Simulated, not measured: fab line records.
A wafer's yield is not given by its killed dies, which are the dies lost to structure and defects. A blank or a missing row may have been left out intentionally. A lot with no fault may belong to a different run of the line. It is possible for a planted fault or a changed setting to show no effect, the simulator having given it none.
Problem report, 8D (eight disciplines) form, completed by code + flow sky130 + the parts of the form that need people (team, actions taken, sign-off) are left out

== 1. WHAT IS WRONG ==
stripTimeToEndpointS at SKY_METAL3_STRIP_19 reads a mean of 7.07 s on 4 wafers of 2 lots; wafers without a fault read 6.56 s with a standard deviation of 0.077. That is +6.6 standard deviations from the usual mean.
The step: strips in O2/N2.
First seen on wafer L512.1, day 41 22:10, on plasmaAsher-02. The record has a number at this step for 36 wafers belonging to 12 lots. Rule for "out", or "out of limits": more than 4 standard deviations from the usual mean. The other wafers with a number count as sound.

== 2. WHAT THIS IS AND IS NOT ==
| question                    | is                                 | is not                                                                                                         |
|-----------------------------|------------------------------------|----------------------------------------------------------------------------------------------------------------|
| which readings at this step | stripTimeToEndpointS, oesProductAu | drypumpMotorCurrentA                                                                                           |
| which lots                  | L512, L514                         | L502, L503, L504, L513, L518, L520, L522, L523, L524, L525                                                     |
| which wafers of those lots  | L512.1, L512.3, L514.1, L514.3     | L512.5, L514.5                                                                                                 |
| read on which tools         | plasmaAsher-02, plasmaAsher-03     | plasmaAsher-01                                                                                                 |
| when                        | from day 41 22:10                  | up to then (10 sound wafers); but 22 sound wafers of L513, L514, L518, L520, L522, L523, L524, L525 came after |

== 3. THE SUSPECTS, EACH WITH WHAT RULES IT OUT ==
Counting: any tool at a process step up to the reading remains a suspect provided it ran every lot that is out. Sound lots after the first of them don't rule it out here, since some wafers of a struck lot are sound.
- lithoTrack-02 at SKY_METAL3_COAT_08 (resist thk 1140 nm): kept. Every lot that is out went through it, the first being L512 (day 41 09:00); the last sound lot it ran before that was L503 (day 38 11:00).
After counting, what remains is lithoTrack-02 at SKY_METAL3_COAT_08.

== 4. THE CAUSE (what the simulator had put in) ==
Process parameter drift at SKY_METAL3_COAT_08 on lithoTrack-02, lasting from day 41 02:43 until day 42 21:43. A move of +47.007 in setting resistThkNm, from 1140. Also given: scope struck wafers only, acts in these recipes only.
Only this tool survived the counting.

== 5. THE EFFECT CHAIN, in route order ==
Rows list readings where the struck wafers' mean (over those with a number) sits beyond 3 standard deviations from the usual. Only readings whose record carries a usual standard deviation are examined. hours: median over the lots of the time between each lot's start at the first step of this table that gives one and its start at this step. sigmas: the change, counted in usual standard deviations.
| hours | step                | reading              | usual      | on struck wafers | change | sigmas |
|-------|---------------------|----------------------|------------|------------------|--------|--------|
| 0     | SKY_METAL3_STRIP_19 | oesProductAu         | 0.503 a.u. | 0.527            | +0.024 | +4.3   |
| 0     | SKY_METAL3_STRIP_19 | stripTimeToEndpointS | 6.56 s     | 7.07             | +0.51  | +6.6   |
Its process steps:
- SKY_METAL3_STRIP_19: strips in O2/N2.

== 6. HOW IT WOULD HAVE BEEN CAUGHT EARLIER ==
In this record the first reading out of limits was taken at day 41 22:10, 19 hours after the fault began at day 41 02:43.
L514, from the lots that are out (2), started SKY_METAL3_COAT_08 on lithoTrack-02 later than day 41 22:10. It would have been spared by a hold on the tool at that moment.
